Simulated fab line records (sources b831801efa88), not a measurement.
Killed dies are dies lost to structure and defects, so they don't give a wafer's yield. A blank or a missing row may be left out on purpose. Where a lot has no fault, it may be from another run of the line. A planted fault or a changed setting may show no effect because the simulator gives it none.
A lot that was struck, set against a sound lot	flow sky130	22 out of 708 route steps
Sound: wafers L905.2, L905.3, L905.5. Struck: wafer L914.4. (L914.1, L914.5 of the same lot were not struck and are left out.) The cause comes at the end.
For every step that has rows: the tool of each side, followed by ch and its chambers, followed by its first start. Under that, the readings that differ: sound wafers	struck wafers	difference of the means	sigmas: that difference in standard deviations of wafers without a fault.
alike: same words and numbers on both sides, and readings whose means sit less than 2 such deviations apart. not compared: any withheld reading, any reading some wafer has no value for, any bound like >300 that may hide the same value, and any number with overlapping values for which the record gives no deviation.
A row with sigmas, a row that says differs or no value, or rows on one side alone: a step with any of these is where the two part. Numbers that have no deviation but don't overlap get no sigmas and don't part them. Lack of a reading on every wafer of one side parts them only where that side has two or more wafers.

first, 5 steps without rows for these wafers: SKY_POLY_CUT_COAT_03 (resist thk 450 nm); SKY_POLY_CUT_SOFTBAKE_04 (time 90 s); SKY_POLY_CUT_EXPOSE_05 (exposes mask NPCM, target cd 270 nm); SKY_POLY_CUT_PEB_06; SKY_POLY_CUT_DEVELOP_07 (develop time 60 s).
SKY_POLY_CUT_CD_MEAS_08 targets a cd of 270 nm.
  struck on cd-sem-01, day 28 14:59; sound on cd-sem-02, day 25 05:48
  alike: cd-nm
SKY_POLY_CUT_OVL_MEAS_09:
  struck on overlay-02, day 28 15:07; sound on overlay-02, day 25 05:55
  alike: POLY_CUT_OVL
SKY_POLY_CUT_ETCH_10: etches BARC in N2/H2, stops on SiO2, time 45.9 s, target depth 60 nm.
  sound on rie-diel-01 ch 0,1, day 25 05:56; struck on rie-diel-04 ch 3, day 28 15:08
reading	sound	struck	difference	sigmas
rf-fwd-power-W (W)	489.5 493.9 491.4	496.0	+4.4	+2
  alike: drypump-motor-current-A, h2-flow-sccm, oes-product-au, throttle-valve-pct
  not compared: rf-hours-counter-h
SKY_POLY_CUT_ETCH_11: etches Si3N4 in CF4/CH2F2/Ar, stops on poly-Si, time 42.5 s, target depth 60 nm.
  sound on rie-diel-01 ch 0,1, day 25 05:59; struck on rie-diel-04 ch 3, day 28 15:11
  alike: drypump-motor-current-A, oes-product-au, rf-fwd-power-W, throttle-valve-pct
  not compared: rf-hours-counter-h
SKY_POLY_CUT_STRIP_12: strips in O2/N2.
  sound on plasma-asher-02 ch 1, day 25 06:01; struck on plasma-asher-04 ch 1, day 28 15:14
reading	sound	struck	difference	sigmas
drypump-motor-current-A (A)	6.0 6.0 6.0	5.1	-0.9	-3
  alike: oes-product-au, strip-time-to-endpoint-s
  not compared: rf-hours-counter-h
then, 2 steps without rows for these wafers: SKY_SD_P_DEHYDRATE_00 (time 60 s); SKY_SD_P_HMDS_01 (prime time 60 s).
SKY_SD_P_COAT_02: resist thk 1140 nm.
  sound on litho-track-03 ch 0, day 25 20:10; struck on litho-track-03 ch 0, day 29 04:23
reading	sound	struck	difference	sigmas
model.NOVOLAK_of_SD_P_COAT_02.thk-nm (nm)	1135 1140 1140	667.2	-471.1	
  alike: resist-line-temp-C
then, 3 steps without rows for these wafers: SKY_SD_P_SOFTBAKE_03 (time 60 s); SKY_SD_P_EXPOSE_04 (exposes mask PSDM, target cd 380 nm); SKY_SD_P_PEB_05.
SKY_SD_P_DEVELOP_06: develop time 60 s.
  sound on litho-track-01 ch 0, day 26 10:56; struck on litho-track-03 ch 0, day 29 18:59
reading	sound	struck	difference	sigmas
resist-line-temp-C (C)	22.92 22.81 22.86	23.12	+0.26	+2
model.NOVOLAK_of_SD_P_COAT_02.thk-nm (nm)	1134 1140 1139	666.8	-470.9	
SKY_SD_P_CD_MEAS_07 targets a cd of 380 nm.
  struck on cd-sem-02, day 29 19:08; sound on cd-sem-02, day 26 11:04
reading	sound	struck	difference	sigmas
cd-nm (nm)	382.1 383.6 382.3	436.6	+53.9	+22
SKY_SD_P_OVL_MEAS_08:
  struck on overlay-01, day 29 19:15; sound on overlay-01, day 26 11:11
  alike: SD_P_OVL
then, 1 step without rows for these wafers: SKY_SD_P_IMPLANT_09.
SKY_SD_P_STRIP_10: strips in O2/N2.
  sound on plasma-asher-03 ch 0,1, day 26 11:22; struck on plasma-asher-03 ch 1, day 29 19:26
reading	sound	struck	difference	sigmas
oes-product-au (a.u.)	0.614 0.625 0.617	0.580	-0.039	-9
strip-time-to-endpoint-s (s)	17.44 17.50 17.49	12.10	-5.38	-99 or more
  alike: drypump-motor-current-A
  not compared: rf-hours-counter-h
SKY_SD_P_TW_MEAS_11:
  struck on film-metro-04, day 29 19:32; sound on film-metro-04, day 26 11:28
  alike: SD_P_TW

== WHERE THEY PART ==
Earliest at SKY_POLY_CUT_ETCH_10; latest, in this record, at SKY_SD_P_STRIP_10. Later steps at which nothing parts them and some readings are alike: SKY_SD_P_TW_MEAS_11.

WHY: what had been put in by the simulator
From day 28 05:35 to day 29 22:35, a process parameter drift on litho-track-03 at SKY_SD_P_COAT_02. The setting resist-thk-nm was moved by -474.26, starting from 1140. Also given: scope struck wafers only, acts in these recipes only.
